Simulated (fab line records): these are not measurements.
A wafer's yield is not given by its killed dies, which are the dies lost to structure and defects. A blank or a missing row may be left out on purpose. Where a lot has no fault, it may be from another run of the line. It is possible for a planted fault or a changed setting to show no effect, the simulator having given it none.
fab line records	flow gf180mcu
record lots=14	wafers=42	lastDay=34
route steps=602 shown VT_IMPLANT@111 POLY_GATE@174 HV_LDD@197
lots untouched by any fault: they come from a run of this same line in which no faults occurred
startH: the number of hours between the record's first day and the start of the first shown wafer of the lot	waitH: hours elapsed since this lot's preceding step	" the same as in the row above	L1.1+2: several wafers, shown together as one row	- value missing, or start not given	* or withheld: withheld	< > ~ a bound
route shown NAME@n: a module of which the file shows steps, and the number in the route of the first	usual: mean and standard deviation over wafers with no fault	same: alike in all rows	chamber/n: place in a boat	sites: per-site readings	_std_site: the values' standard deviation	_edge_site: mean of outer sites minus mean of inner sites	radiusMm: for every site, how far away it sits from the centre of the wafer	mask NAME#n: copy n	behind: the tool/chamber that last shaped the wafer	hold: why the lot was held/for how many hours/how that ended	device: names the non-switching transistor (n, p or np)	end of line: the tests these same wafers got at the end of their route	for a step that has no rows: nothing shown but its recipe	killed: the dies lost at the first sort to structure and to defects; this is not the yield of the wafer	map: shows each die of a wafer: x if killed, . if not, _ if none is there
set.NAME: the setting that was run; set.NAME@STEP: the one run at that earlier step	model.NAME: the simulator's own value behind a step, which no gauge read
a sample of lots followed through the steps of the route, with each step as a table and each wafer as a row
services: a tool's chamber out of use, with start hour (startH, from the record's first day; less than 0 if before it), hours out, and reason
## steps
# step GF_VT_IMPLANT_TW_MEAS_21
# usual VT_IMPLANT_2_TW=1220/6.9
lot.wafer	tool	chamber	startH	waitH	VT_IMPLANT_2_TW
L774.2	filmMetro-02	-	138.97	0.1	1223
L774.3	"	-	"	"	1220
L774.4	"	-	"	"	1220
L775.4	filmMetro-04	-	140.89	0.1	1225
L775.5	"	-	"	"	1233
L775.6	"	-	"	"	1230
L776.1	filmMetro-02	-	146.35	0.1	1218
L776.2	"	-	"	"	1234
L776.3	"	-	"	"	1222
L777.1	filmMetro-04	-	157.01	0.1	1230
L777.2	"	-	"	"	1229
L777.4	"	-	"	"	1233
L779.1	filmMetro-04	-	166.26	0.1	1227
L779.3	"	-	"	"	1228
L779.4	"	-	"	"	1230
L781.1	filmMetro-01	-	176.76	0.1	1201
L781.5	"	-	"	"	1209
L781.6	"	-	"	"	1209
L784.2	filmMetro-01	-	194.91	0.1	1222
L784.4	"	-	"	"	1215
L784.5	"	-	"	"	1223
L787.1	filmMetro-04	-	215.01	0.1	1217
L787.3	"	-	"	"	1223
L787.4	"	-	"	"	1220
L791.1	filmMetro-04	-	240.89	0.1	1229
L791.3	"	-	"	"	1224
L791.6	"	-	"	"	1223
L792.3	filmMetro-01	-	245.14	0.1	1210
L792.4	"	-	"	"	1207
L792.6	"	-	"	"	1209
L793.1	filmMetro-02	-	251.11	0.1	1215
L793.3	"	-	"	"	1220
L793.4	"	-	"	"	1217
L794.1	filmMetro-02	-	258.11	0.1	1219
L794.2	"	-	"	"	1215
L794.3	"	-	"	"	1217
L795.1	filmMetro-04	-	263.14	0.1	1221
L795.3	"	-	"	"	1225
L795.6	"	-	"	"	1226
L796.2	filmMetro-02	-	271.85	0.1	1227
L796.4	"	-	"	"	1223
L796.5	"	-	"	"	1223
# step GF_POLY_GATE_THK_MEAS_17
# recipe reads=SiO2_of_POLY_GATE_OXIDATION_16
# usual POLY_GATE_OXIDATION_THK=4.02/0.079
lot.wafer	tool	chamber	startH	waitH	POLY_GATE_OXIDATION_THK[nm]
L774.2	filmMetro-02	-	214.28	0.0	3.91
L774.3	"	-	"	"	3.91
L774.4	"	-	"	"	3.84
L775.4	filmMetro-04	-	218.02	0.0	3.97
L775.5	"	-	"	"	3.90
L775.6	"	-	"	"	3.98
L776.1	filmMetro-02	-	223.31	0.0	4.07
L776.2	"	-	"	"	4.05
L776.3	"	-	"	"	4.07
L777.1	filmMetro-03	-	236.82	0.0	3.97
L777.2	"	-	"	"	4.01
L777.4	"	-	"	"	3.92
L779.1	filmMetro-02	-	250.25	0.0	4.11
L779.3	"	-	"	"	4.10
L779.4	"	-	"	"	4.07
L781.1	filmMetro-02	-	263.78	0.0	4.07
L781.5	"	-	"	"	4.07
L781.6	"	-	"	"	4.06
L784.2	filmMetro-04	-	280.39	0.0	4.22
L784.4	"	-	"	"	4.08
L784.5	"	-	"	"	4.20
L787.1	filmMetro-02	-	301.28	0.0	3.99
L787.3	"	-	"	"	4.04
L787.4	"	-	"	"	4.00
L791.1	filmMetro-02	-	330.61	0.0	3.99
L791.3	"	-	"	"	3.99
L791.6	"	-	"	"	4.06
L792.3	filmMetro-04	-	334.17	0.0	3.95
L792.4	"	-	"	"	4.02
L792.6	"	-	"	"	3.89
L793.1	filmMetro-04	-	340.34	0.0	4.15
L793.3	"	-	"	"	4.01
L793.4	"	-	"	"	4.06
L794.1	filmMetro-03	-	349.58	0.0	3.98
L794.2	"	-	"	"	4.05
L794.3	"	-	"	"	4.01
L795.1	filmMetro-03	-	356.52	0.0	4.06
L795.3	"	-	"	"	4.04
L795.6	"	-	"	"	4.06
L796.2	filmMetro-03	-	364.16	0.0	4.14
L796.4	"	-	"	"	4.12
L796.5	"	-	"	"	4.08
# step GF_HV_LDD_IMPLANT_21
# recipe species=BF2	energyKev=25	doseCm2=5e+13	tiltDeg=7
# usual beamEnergyKeV=25.001/0.0073	endStationPressureTorr=5.24e-06/2.9e-07
# same implantIonAmu=49
lot.wafer	tool	chamber	startH	waitH	beamEnergyKeV	endStationPressureTorr
L774.2	implanter-02	0	250.91	0.0	25.014	5.51e-06
L774.3	"	0	"	"	24.999	5.07e-06
L774.4	"	0	"	"	25.007	4.81e-06
L775.4	implanter-04	0	255.00	0.1	24.997	5.26e-06
L775.5	"	0	"	"	24.989	5.33e-06
L775.6	"	0	"	"	24.984	5.66e-06
L776.1	implanter-02	0	261.93	0.0	25.002	5.34e-06
L776.2	"	0	"	"	25.006	5.55e-06
L776.3	"	0	"	"	24.990	5.25e-06
L777.1	implanter-04	0	275.71	0.0	25.013	4.68e-06
L777.2	"	0	"	"	24.999	5.2e-06
L777.4	"	0	"	"	25.003	5.46e-06
L779.1	implanter-04	0	289.68	0.0	25.012	5.17e-06
L779.3	"	0	"	"	25.019	4.96e-06
L779.4	"	0	"	"	25.010	5.43e-06
L781.1	implanter-02	0	304.96	0.0	21.443	5.36e-06
L781.5	"	0	"	"	21.437	5.25e-06
L781.6	"	0	"	"	21.438	5.6e-06
L784.2	implanter-02	0	322.26	0.0	21.414	5.12e-06
L784.4	"	0	"	"	21.430	5.19e-06
L784.5	"	0	"	"	21.417	5.59e-06
L787.1	implanter-04	0	344.48	0.0	24.994	5.54e-06
L787.3	"	0	"	"	25.009	5.45e-06
L787.4	"	0	"	"	25.009	5.44e-06
L791.1	implanter-02	0	375.42	0.0	24.998	5.68e-06
L791.3	"	0	"	"	24.998	4.99e-06
L791.6	"	0	"	"	25.006	5.29e-06
L792.3	implanter-04	0	380.52	0.1	24.995	5.26e-06
L792.4	"	0	"	"	25.002	5.06e-06
L792.6	"	0	"	"	24.988	5.12e-06
L793.1	implanter-02	0	386.86	0.0	25.003	5.75e-06
L793.3	"	0	"	"	24.999	4.91e-06
L793.4	"	0	"	"	25.004	4.94e-06
L794.1	implanter-04	0	396.32	0.0	25.001	5.57e-06
L794.2	"	0	"	"	25.006	5.45e-06
L794.3	"	0	"	"	25.007	5.5e-06
L795.1	implanter-04	0	403.23	0.0	24.995	5.89e-06
L795.3	"	0	"	"	25.009	5.19e-06
L795.6	"	0	"	"	25.007	5.19e-06
L796.2	implanter-02	0	412.14	0.0	24.992	4.96e-06
L796.4	"	0	"	"	25.002	4.97e-06
L796.5	"	0	"	"	24.992	5.58e-06
# step GF_HV_LDD_TW_MEAS_23
# usual HV_LDD_2_TW=1063/7.9
lot.wafer	tool	chamber	startH	waitH	HV_LDD_2_TW
L774.2	filmMetro-03	-	251.14	0.1	1072
L774.3	"	-	"	"	1068
L774.4	"	-	"	"	1059
L775.4	filmMetro-03	-	255.21	0.1	1065
L775.5	"	-	"	"	1066
L775.6	"	-	"	"	1068
L776.1	filmMetro-03	-	262.18	0.1	1064
L776.2	"	-	"	"	1062
L776.3	"	-	"	"	1065
L777.1	filmMetro-01	-	275.96	0.1	1051
L777.2	"	-	"	"	1048
L777.4	"	-	"	"	1050
L779.1	filmMetro-01	-	289.93	0.1	1056
L779.3	"	-	"	"	1059
L779.4	"	-	"	"	1059
L781.1	filmMetro-04	-	305.21	0.1	1020
L781.5	"	-	"	"	1027
L781.6	"	-	"	"	1023
L784.2	filmMetro-04	-	322.49	0.1	1017
L784.4	"	-	"	"	1018
L784.5	"	-	"	"	1017
L787.1	filmMetro-04	-	344.73	0.1	1063
L787.3	"	-	"	"	1071
L787.4	"	-	"	"	1062
L791.1	filmMetro-03	-	375.67	0.1	1066
L791.3	"	-	"	"	1068
L791.6	"	-	"	"	1069
L792.3	filmMetro-03	-	380.74	0.1	1070
L792.4	"	-	"	"	1066
L792.6	"	-	"	"	1067
L793.1	filmMetro-03	-	387.11	0.1	1066
L793.3	"	-	"	"	1060
L793.4	"	-	"	"	1064
L794.1	filmMetro-01	-	396.57	0.1	1049
L794.2	"	-	"	"	1051
L794.3	"	-	"	"	1051
L795.1	filmMetro-03	-	403.48	0.1	1073
L795.3	"	-	"	"	1072
L795.6	"	-	"	"	1070
L796.2	filmMetro-03	-	412.37	0.1	1062
L796.4	"	-	"	"	1069
L796.5	"	-	"	"	1071
# step GF_HV_LDD_CD_MEAS_46
# recipe targetCdNm=400
# usual cdNm=400.2/1.8
lot.wafer	tool	chamber	startH	waitH	cdNm
L774.2	cdSem-02	-	290.45	0.1	403.2
L774.3	"	-	"	"	403.4
L774.4	"	-	"	"	401.3
L775.4	cdSem-01	-	296.43	0.1	401.1
L775.5	"	-	"	"	402.0
L775.6	"	-	"	"	399.6
L776.1	cdSem-01	-	302.61	0.1	403.3
L776.2	"	-	"	"	401.8
L776.3	"	-	"	"	402.6
L777.1	cdSem-01	-	317.28	0.1	399.0
L777.2	"	-	"	"	398.2
L777.4	"	-	"	"	399.0
L779.1	cdSem-02	-	332.41	0.1	401.2
L779.3	"	-	"	"	401.2
L779.4	"	-	"	"	399.9
L781.1	cdSem-02	-	348.57	0.1	401.1
L781.5	"	-	"	"	399.7
L781.6	"	-	"	"	400.3
L784.2	cdSem-02	-	366.74	0.1	401.1
L784.4	"	-	"	"	400.4
L784.5	"	-	"	"	402.1
L787.1	cdSem-01	-	390.47	0.1	400.4
L787.3	"	-	"	"	401.5
L787.4	"	-	"	"	399.2
L791.1	cdSem-02	-	424.42	0.1	401.3
L791.3	"	-	"	"	398.3
L791.6	"	-	"	"	400.4
L792.3	cdSem-02	-	428.41	0.1	398.2
L792.4	"	-	"	"	400.4
L792.6	"	-	"	"	398.2
L793.1	cdSem-01	-	435.71	0.1	396.4
L793.3	"	-	"	"	397.5
L793.4	"	-	"	"	398.2
L794.1	cdSem-01	-	446.86	0.1	401.1
L794.2	"	-	"	"	401.2
L794.3	"	-	"	"	400.0
L795.1	cdSem-01	-	453.86	0.1	399.7
L795.3	"	-	"	"	402.5
L795.6	"	-	"	"	399.8
L796.2	cdSem-01	-	462.64	0.1	400.4
L796.4	"	-	"	"	401.0
L796.5	"	-	"	"	401.5
## services
tool	chamber	startH	hours	kind
implanter-04	-	230.30	2.5	repair
implanter-02	-	307.21	1.4	repair
implanter-02	-	311.76	5.5	pm
implanter-04	-	321.17	3.3	repair
implanter-02	-	323.54	1.2	repair
## key
firstSign step=GF_HV_LDD_IMPLANT_21	reading=beamEnergyKeV	direction=down	sigmas=99+	usual=25.001	struck=21.430
effect step=GF_HV_LDD_TW_MEAS_23	reading=HV_LDD_2_TW	direction=down	sigmas=5.4	usual=1063	struck=1020
metAt GF_HV_LDD_IMPLANT_21
struckLots L781,L784
testerLeftOut L781,L784
notActingAt GF_VT_IMPLANT_TW_MEAS_21,GF_POLY_GATE_THK_MEAS_17,GF_HV_LDD_CD_MEAS_46
onsetBetween 261.93 304.96
fault kind=processParameterDrift	tool=implanter-02	chamber=-	onsetH=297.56	steps=GF_HV_LDD_IMPLANT_21	channel=energyKev	offset=-3.5687	shape=step	endH=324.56	actsIn=theseRecipesOnly	stated=25
# testerLeftOut: of these lots the tester's yield and bins aren't shown, on N5 and GAA mostly nor the transistor test; their killed dies are dies lost to structure and defects alone, not to doping, threshold or leakage, so they don't give the yield
